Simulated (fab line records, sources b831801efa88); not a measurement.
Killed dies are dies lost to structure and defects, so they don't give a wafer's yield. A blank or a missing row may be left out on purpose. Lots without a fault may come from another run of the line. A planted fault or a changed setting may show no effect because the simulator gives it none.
Chamber matching | flow gf180mcu | GF_V4_CMP_04 on cmp-02: 4 sister chambers
The step polishes SiO2. 8 wafers are shown with their chamber, then 7 later ones without.

WAFERS WITH THEIR CHAMBER
wafer  | chamber | motor_current_A (A) | time_to_endpoint_s (s)
L542.6 | 3       | 13.7                | 84
L543.2 | 3       | 13.9                | 72
L543.5 | 0       | 12.7                | 84
L545.4 | 2       | 12.1                | 83
L545.5 | 0       | 13.3                | 78
L545.6 | 1       | 11.1                | 82
L546.2 | 1       | 11.3                | 78
L546.4 | 2       | 11.9                | 80

WAFERS WITHOUT THEIR CHAMBER
wafer  | motor_current_A (A) | time_to_endpoint_s (s)
L546.5 | 11.6                | 77
L547.1 | 12.7                | 77
L547.2 | 11.2                | 81
L547.6 | 11.1                | 89
L552.1 | 11.9                | 74
L552.2 | 11.5                | 84
L552.6 | 14.1                | 83

WHICH CHAMBER EACH WENT THROUGH
wafer  | from the rows above     | in truth
L546.5 | can't be placed: 1 or 2 | 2
L547.1 | can't be placed: 0 or 2 | 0
L547.2 | 1                       | 1
L547.6 | 1                       | 1
L552.1 | can't be placed: 2 or 1 | 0
L552.2 | can't be placed: 1 or 2 | 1
L552.6 | 3                       | 3
Placed correctly: 3 of 7. Can't be placed from these rows: 4 (the true chamber is among the candidates in 3). Placed wrongly: 0.
How it was worked out, from the rows above alone: a wafer's distance from a chamber is the root of the sum, over the readings, of the square of ((its reading less the chamber's mean) divided by the reading's scatter). The wafer belongs to the nearest chamber; if the next one is less than 2 further off, it can't be placed. A chamber's mean is the mean of its shown wafers. The scatter: the root of (the sum of the squares of (reading less its chamber's mean) over the shown wafers, divided by (wafers less chambers)).
